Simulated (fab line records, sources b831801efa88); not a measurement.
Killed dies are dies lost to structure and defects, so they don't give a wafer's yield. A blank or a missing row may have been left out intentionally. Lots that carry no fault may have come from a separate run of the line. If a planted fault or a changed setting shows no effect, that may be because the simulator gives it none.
The tool behind it: which one? + flow sky130 + Sampling: 14 lots, 42 wafers, 3 of 708 route steps

== WHAT THE GAUGES READ, wafer by wafer ==
SKY_LI_CONTACT_RS_MEAS_22: a four-point-probe measurement.
| lot  | measured     | on            | LI_CONTACT_W_RS (ohm/sq) |
|------|--------------|---------------|--------------------------|
| L739 | day 29 03:56 | film metro-04 | 0.279 0.287 0.272        |
| L741 | day 29 15:25 | film metro-03 | 0.289 0.287 0.286        |
| L742 | day 30 05:32 | film metro-01 | 0.283 0.272 0.283        |
| L743 | day 30 14:08 | film metro-03 | 0.289 0.290 0.289        |
| L745 | day 30 23:32 | film metro-03 | 0.287 0.275 0.276        |
| L744 | day 31 03:14 | film metro-01 | 0.284 0.279 0.277        |
| L749 | day 33 00:17 | film metro-03 | 0.286 0.285 0.283        |
| L754 | day 34 22:47 | film metro-04 | 0.277 0.283 0.274        |
| L752 | day 35 07:19 | film metro-04 | 0.292 0.292 0.294        |
| L753 | day 35 09:13 | film metro-01 | 0.280 0.287 0.283        |
| L756 | day 35 16:02 | film metro-03 | 0.297 0.280 0.291        |
| L757 | day 35 17:31 | film metro-01 | 0.281 0.281 0.282        |
| L758 | day 35 23:49 | film metro-01 | 0.291 0.281 0.290        |
| L760 | day 36 11:02 | film metro-01 | 0.280 0.286 0.277        |

SKY_LOCAL_INTERCONNECT_CD_MEAS_11: target cd 170 nm.
| lot  | measured     | on        | cd nm (nm)        |
|------|--------------|-----------|-------------------|
| L739 | day 30 08:11 | cd sem-02 | 172.7 171.1 171.6 |
| L741 | day 30 19:45 | cd sem-02 | 170.8 168.5 170.4 |
| L742 | day 31 10:10 | cd sem-02 | 168.0 166.1 166.3 |
| L743 | day 31 18:58 | cd sem-02 | 169.7 170.3 169.9 |
| L745 | day 32 03:18 | cd sem-01 | 169.8 169.0 169.0 |
| L744 | day 32 06:51 | cd sem-02 | 168.2 169.5 170.4 |
| L749 | day 34 03:40 | cd sem-01 | 168.4 170.3 170.9 |
| L754 | day 36 01:24 | cd sem-01 | 170.6 169.4 168.6 |
| L752 | day 36 09:28 | cd sem-01 | 170.7 171.1 172.0 |
| L753 | day 36 11:46 | cd sem-02 | 169.6 169.9 170.1 |
| L756 | day 36 18:19 | cd sem-02 | 169.4 168.2 168.5 |
| L757 | day 36 20:06 | cd sem-02 | 169.8 170.4 170.1 |
| L758 | day 37 02:16 | cd sem-02 | 172.0 171.1 170.3 |
| L760 | day 37 13:18 | cd sem-01 | 169.4 170.8 169.8 |

SKY_CONTACT_BOW_MEAS_05.
| lot  | measured     | on            | CONTACT_BOW (um) |
|------|--------------|---------------|------------------|
| L739 | day 30 09:35 | film metro-02 | 96 85 81         |
| L741 | day 30 21:08 | film metro-04 | 92 82 82         |
| L742 | day 31 11:35 | film metro-02 | 74 75 78         |
| L743 | day 31 20:28 | film metro-03 | 75 74 74         |
| L745 | day 32 05:09 | film metro-04 | 82 73 79         |
| L744 | day 32 08:40 | film metro-02 | 90 87 79         |
| L749 | day 34 05:06 | film metro-02 | 85 82 88         |
| L754 | day 36 02:49 | film metro-02 | 77 76 77         |
| L752 | day 36 10:51 | film metro-03 | 79 81 76         |
| L753 | day 36 13:19 | film metro-03 | 83 84 96         |
| L756 | day 36 19:44 | film metro-02 | 87 85 78         |
| L757 | day 36 21:29 | film metro-03 | 62 81 82         |
| L758 | day 37 03:38 | film metro-04 | 74 75 81         |
| L760 | day 37 14:50 | film metro-02 | 87 89 71         |

== TOOL THAT RAN EACH LOT (tool first, then ch and the chambers of the sampled wafers, then the start) ==
There is no process step in the record ahead of these readings.

== WHAT THE TOOLS THEMSELVES READ (means of the sampled wafers that have a number; where no wafer has one, the mark that the record gives instead) ==
The record holds no such reading with a usual standard deviation.

== THE ANSWER, worked out from the rows above alone ==
Rule: the usual values come from the lots themselves. The widest of any qualifying gaps counts: lots, ordered by their means at a reading, are off when they make up no more than a third of the lots, leave a main group of 4 or more, and stand apart from it by 3 or more times the standard deviation of that group's means. A main group whose means are all the same, to the digits that the tables above print for the reading, isn't used. A lot without any number at a reading at which 4 lots or more have one is off too. Where the step has rows for the other lots, those lots are counted as sound. The gauges are gone through in route order, then the tools' own readings, and for those a lot's mean is taken as printed above. The first step at which some lot is off is used, and at that step the reading that is off furthest; a lot without a number counts as furthest.
None of the lots is off at any reading shown; this tells nothing.

== WHAT THE SIMULATOR HAD INSERTED ==
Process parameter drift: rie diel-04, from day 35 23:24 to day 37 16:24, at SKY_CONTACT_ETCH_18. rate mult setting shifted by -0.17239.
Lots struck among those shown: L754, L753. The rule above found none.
